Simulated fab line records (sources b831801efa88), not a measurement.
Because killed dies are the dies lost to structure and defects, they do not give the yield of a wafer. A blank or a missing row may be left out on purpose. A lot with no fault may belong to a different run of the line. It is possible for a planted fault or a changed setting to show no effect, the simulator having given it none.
Which of the tools did it? :: flow gf180mcu :: 45 wafers from 15 lots sampled at 4 of the route's 602 steps

## WHAT THE GAUGES SHOWED, per wafer
GF_MIM_THK_MEAS_06.
lot: L983
measured: day 24 14:27
on: filmMetro-02
MIM_CVD_05_THK (nm): 41.6 41.9 43.0

lot: L984
measured: day 25 00:49
on: filmMetro-02
MIM_CVD_05_THK (nm): 41.1 42.1 42.1

lot: L985
measured: day 25 08:45
on: filmMetro-01
MIM_CVD_05_THK (nm): 41.4 41.1 42.0

lot: L986
measured: day 25 15:00
on: filmMetro-02
MIM_CVD_05_THK (nm): 41.0 40.6 41.8

lot: L987
measured: day 25 22:42
on: filmMetro-02
MIM_CVD_05_THK (nm): 42.6 42.9 42.4

lot: L989
measured: day 27 04:06
on: filmMetro-01
MIM_CVD_05_THK (nm): 40.7 42.2 41.5

lot: L990
measured: day 27 08:05
on: filmMetro-04
MIM_CVD_05_THK (nm): 40.7 41.8 41.6

lot: L991
measured: day 28 02:35
on: filmMetro-02
MIM_CVD_05_THK (nm): 41.4 41.3 42.0

lot: L992
measured: day 28 13:22
on: filmMetro-02
MIM_CVD_05_THK (nm): 41.9 42.6 42.5

lot: L993
measured: day 28 18:49
on: filmMetro-02
MIM_CVD_05_THK (nm): 41.6 41.7 41.6

lot: L999
measured: day 30 02:16
on: filmMetro-01
MIM_CVD_05_THK (nm): 42.3 42.4 43.0

lot: L101
measured: day 30 08:37
on: filmMetro-01
MIM_CVD_05_THK (nm): 40.6 40.8 41.4

lot: L102
measured: day 30 12:38
on: filmMetro-02
MIM_CVD_05_THK (nm): 42.1 41.9 42.3

lot: L103
measured: day 30 18:33
on: filmMetro-01
MIM_CVD_05_THK (nm): 40.8 41.3 41.9

lot: L105
measured: day 31 09:52
on: filmMetro-01
MIM_CVD_05_THK (nm): 42.2 42.4 42.5

GF_TOP_METAL_CD_MEAS_14 targets a cd of 440 nm.
lot: L983
measured: day 28 04:32
on: cdSem-01
cdNm (nm): 447.4 445.6 446.4

lot: L984
measured: day 28 12:34
on: cdSem-02
cdNm (nm): 440.6 439.8 441.5

lot: L985
measured: day 28 20:55
on: cdSem-02
cdNm (nm): 441.3 443.5 442.6

lot: L986
measured: day 29 01:22
on: cdSem-01
cdNm (nm): 435.7 436.5 438.2

lot: L987
measured: day 29 09:14
on: cdSem-01
cdNm (nm): 437.1 438.8 438.9

lot: L989
measured: day 30 11:40
on: cdSem-01
cdNm (nm): 442.2 438.4 439.5

lot: L993
measured: day 31 23:40
on: cdSem-02
cdNm (nm): 438.3 439.6 439.7

lot: L999
measured: day 33 02:59
on: cdSem-01
cdNm (nm): 438.3 437.0 438.1

lot: L101
measured: day 33 08:23
on: cdSem-02
cdNm (nm): 441.0 438.8 438.1

lot: L102
measured: day 33 12:01
on: cdSem-01
cdNm (nm): 436.3 437.4 436.1

lot: L103
measured: day 33 18:13
on: cdSem-01
cdNm (nm): 440.6 442.0 440.5

lot: L105
measured: day 34 06:13
on: cdSem-01
cdNm (nm): 438.7 439.1 437.4

## TOOL THAT RAN EACH LOT (tool first, then ch and the chambers of the sampled wafers, then the start)
lot: L983
GF_MIM_SPUTTER_01: pvdSputter-03, day 24 14:18
GF_V5_PEB_12: lithoTrack-03 ch 0, day 27 06:43

lot: L984
GF_MIM_SPUTTER_01: pvdSputter-03, day 25 00:39
GF_V5_PEB_12: lithoTrack-03 ch 0, day 27 15:16

lot: L985
GF_MIM_SPUTTER_01: pvdSputter-04, day 25 08:35
GF_V5_PEB_12: lithoTrack-01 ch 0, day 27 23:40

lot: L986
GF_MIM_SPUTTER_01: pvdSputter-04, day 25 14:50
GF_V5_PEB_12: lithoTrack-01 ch 0, day 28 03:55

lot: L987
GF_MIM_SPUTTER_01: pvdSputter-04, day 25 22:31
GF_V5_PEB_12: lithoTrack-03 ch 0, day 28 12:08

lot: L989
GF_MIM_SPUTTER_01: pvdSputter-03, day 27 03:56
GF_V5_PEB_12: lithoTrack-03 ch 0, day 29 15:58

lot: L990
GF_MIM_SPUTTER_01: pvdSputter-04, day 27 07:56
GF_V5_PEB_12: lithoTrack-03, day 29 19:55

lot: L991
GF_MIM_SPUTTER_01: pvdSputter-03, day 28 02:26
GF_V5_PEB_12: lithoTrack-03, day 30 12:55

lot: L992
GF_MIM_SPUTTER_01: pvdSputter-01, day 28 13:11
GF_V5_PEB_12: lithoTrack-03, day 30 22:41

lot: L993
GF_MIM_SPUTTER_01: pvdSputter-04, day 28 18:40
GF_V5_PEB_12: lithoTrack-03 ch 0, day 31 04:07

lot: L999
GF_MIM_SPUTTER_01: pvdSputter-01, day 30 02:07
GF_V5_PEB_12: lithoTrack-03 ch 0, day 32 08:37

lot: L101
GF_MIM_SPUTTER_01: pvdSputter-03, day 30 08:28
GF_V5_PEB_12: lithoTrack-01 ch 0, day 32 14:29

lot: L102
GF_MIM_SPUTTER_01: pvdSputter-04, day 30 12:29
GF_V5_PEB_12: lithoTrack-01 ch 0, day 32 18:05

lot: L103
GF_MIM_SPUTTER_01: pvdSputter-04, day 30 18:23
GF_V5_PEB_12: lithoTrack-03 ch 0, day 33 00:06

lot: L105
GF_MIM_SPUTTER_01: pvdSputter-04, day 31 09:42
GF_V5_PEB_12: lithoTrack-04 ch 0, day 33 13:21
- GF_MIM_SPUTTER_01: material TiN, target thk 30 nm, time 25 s.
- GF_V5_PEB_12: peb time 90 s.

## WHAT THE TOOLS THEMSELVES READ (means of the sampled wafers that have a number; where no wafer has one, the mark that the record gives instead)
GF_MIM_SPUTTER_01.
lot: L983
tool: pvdSputter-03
throttleValvePct (%): 30.3

lot: L984
tool: pvdSputter-03
throttleValvePct (%): 30.0

lot: L985
tool: pvdSputter-04
throttleValvePct (%): 30.2

lot: L986
tool: pvdSputter-04
throttleValvePct (%): 30.3

lot: L987
tool: pvdSputter-04
throttleValvePct (%): 30.2

lot: L989
tool: pvdSputter-03
throttleValvePct (%): 29.7

lot: L990
tool: pvdSputter-04
throttleValvePct (%): 30.1

lot: L991
tool: pvdSputter-03
throttleValvePct (%): 30.2

lot: L992
tool: pvdSputter-01
throttleValvePct (%): 30.1

lot: L993
tool: pvdSputter-04
throttleValvePct (%): 30.2

lot: L999
tool: pvdSputter-01
throttleValvePct (%): 29.8

lot: L101
tool: pvdSputter-03
throttleValvePct (%): 29.8

lot: L102
tool: pvdSputter-04
throttleValvePct (%): 30.1

lot: L103
tool: pvdSputter-04
throttleValvePct (%): 30.8

lot: L105
tool: pvdSputter-04
throttleValvePct (%): 30.1

GF_V5_PEB_12.
lot: L983
tool: lithoTrack-03
chillPlateTempC (C): 23.13
exhaustPa (Pa): 45.2

lot: L984
tool: lithoTrack-03
chillPlateTempC (C): 23.09
exhaustPa (Pa): 45.4

lot: L985
tool: lithoTrack-01
chillPlateTempC (C): 23.05
exhaustPa (Pa): 44.6

lot: L986
tool: lithoTrack-01
chillPlateTempC (C): 23.00
exhaustPa (Pa): 45.4

lot: L987
tool: lithoTrack-03
chillPlateTempC (C): 23.03
exhaustPa (Pa): 44.5

lot: L989
tool: lithoTrack-03
chillPlateTempC (C): 23.04
exhaustPa (Pa): 44.4

lot: L990
tool: lithoTrack-03
chillPlateTempC (C): -
exhaustPa (Pa): -

lot: L991
tool: lithoTrack-03
chillPlateTempC (C): -
exhaustPa (Pa): -

lot: L992
tool: lithoTrack-03
chillPlateTempC (C): -
exhaustPa (Pa): -

lot: L993
tool: lithoTrack-03
chillPlateTempC (C): 23.00
exhaustPa (Pa): 44.1

lot: L999
tool: lithoTrack-03
chillPlateTempC (C): 23.03
exhaustPa (Pa): 44.8

lot: L101
tool: lithoTrack-01
chillPlateTempC (C): 22.98
exhaustPa (Pa): 43.7

lot: L102
tool: lithoTrack-01
chillPlateTempC (C): 23.04
exhaustPa (Pa): 44.9

lot: L103
tool: lithoTrack-03
chillPlateTempC (C): 23.13
exhaustPa (Pa): 45.8

lot: L105
tool: lithoTrack-04
chillPlateTempC (C): 23.03
exhaustPa (Pa): 44.8

## THE ANSWER, worked out from the rows above alone
Rule: the usual values come from the lots themselves. The widest of any qualifying gaps counts: lots, ordered by their means at a reading, are off when they make up no more than a third of the lots, leave a main group of 4 or more, and stand apart from it by 3 or more times the standard deviation of that group's means. Not used: any main group whose means are identical at the precision the tables above print for the reading. A lot without any number at a reading at which 4 lots or more have one is off too. Where the step has rows for the other lots, those lots are counted as sound. After the gauges, taken in route order, come the tools' own readings; for these a lot's mean is taken, as printed above. At the first step where some lot is off, the reading lying furthest off is the one used; lots without a number count as furthest.
Off: L990, L991, L992 (GF_V5_PEB_12, chillPlateTempC). Without a number there: L990, L991, L992. For the main group the mean is 23.05 C and the standard deviation 0.046.
A tool fits if, at that step or a process step before it, it ran every lot that is off, and no sound lot after the first of them. None of those tried fits.

## WHAT THE SIMULATOR HAD PUT IN
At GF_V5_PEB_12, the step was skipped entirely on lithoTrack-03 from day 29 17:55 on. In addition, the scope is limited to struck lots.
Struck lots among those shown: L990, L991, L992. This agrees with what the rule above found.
